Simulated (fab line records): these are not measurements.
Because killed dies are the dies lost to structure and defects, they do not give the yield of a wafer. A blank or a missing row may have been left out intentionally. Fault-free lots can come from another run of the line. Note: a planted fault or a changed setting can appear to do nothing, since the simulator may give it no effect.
What tool caused it? :: flow sky130 :: 7 lots, 21 wafers sampled, at 2 steps of a route of 708

WHAT THE GAUGES SHOWED, per wafer
SKY_VT_ADJUST_PCH_OVL_MEAS_07.
lot: L111
measured: day 10 21:17
on: overlay-02
VT_ADJUST_PCH_OVL (nm): -0.8 0.6 1.4

lot: L113
measured: day 11 15:41
on: overlay-01
VT_ADJUST_PCH_OVL (nm): 1.0 3.2 2.1

lot: L118
measured: day 13 15:42
on: overlay-01
VT_ADJUST_PCH_OVL (nm): 0.3 0.8 1.8

lot: L120
measured: day 13 18:11
on: overlay-01
VT_ADJUST_PCH_OVL (nm): - - -

lot: L127
measured: day 16 05:22
on: overlay-02
VT_ADJUST_PCH_OVL (nm): 2.5 2.5 -0.4

lot: L130
measured: day 17 04:20
on: overlay-01
VT_ADJUST_PCH_OVL (nm): 0.3 -1.7 -0.6

lot: L132
measured: day 18 05:53
on: overlay-01
VT_ADJUST_PCH_OVL (nm): -0.1 -0.9 -1.0

TOOL THAT RAN EACH LOT (tool first, then ch and the chambers of the sampled wafers, then the start)
lot: L111
SKY_VT_ADJUST_PCH_DEVELOP_06: litho_track-03 ch 0, day 10 21:00

lot: L113
SKY_VT_ADJUST_PCH_DEVELOP_06: litho_track-02 ch 0, day 11 15:00

lot: L118
SKY_VT_ADJUST_PCH_DEVELOP_06: litho_track-03 ch 0, day 13 15:00

lot: L120
SKY_VT_ADJUST_PCH_DEVELOP_06: litho_track-03 ch 0, day 13 18:00

lot: L127
SKY_VT_ADJUST_PCH_DEVELOP_06: litho_track-04 ch 0, day 16 05:00

lot: L130
SKY_VT_ADJUST_PCH_DEVELOP_06: litho_track-03 ch 0, day 17 04:00

lot: L132
SKY_VT_ADJUST_PCH_DEVELOP_06: litho_track-03 ch 0, day 18 05:00
- SKY_VT_ADJUST_PCH_DEVELOP_06: develop time 60 s.

THE ANSWER, worked out from the rows above alone
Rule: the lots themselves supply what counts as usual. The widest of any qualifying gaps counts: lots, ordered by their means at a reading, are off when they make up no more than a third of the lots, leave a main group of 4 or more, and stand apart from it by 3 or more times the standard deviation of that group's means. If all means in a main group match to the digits the tables above print for the reading, that group is not used. Also off: a lot with no number at a reading for which 4 or more lots have one. Any other lot the step has rows for is counted as sound.
Off: L120, at SKY_VT_ADJUST_PCH_OVL_MEAS_07 (VT_ADJUST_PCH_OVL). Without a number there: L120. Mean 0.6 nm and standard deviation 1 in the main group.
If a tool, at a process step before that reading, ran all the lots that are off and no sound lot after the first of them, it fits. The gauges at SKY_VT_ADJUST_PCH_OVL_MEAS_07 are tried like those tools. Not one of the candidates tried fits.

WHAT HAD BEEN PUT IN BY THE SIMULATOR
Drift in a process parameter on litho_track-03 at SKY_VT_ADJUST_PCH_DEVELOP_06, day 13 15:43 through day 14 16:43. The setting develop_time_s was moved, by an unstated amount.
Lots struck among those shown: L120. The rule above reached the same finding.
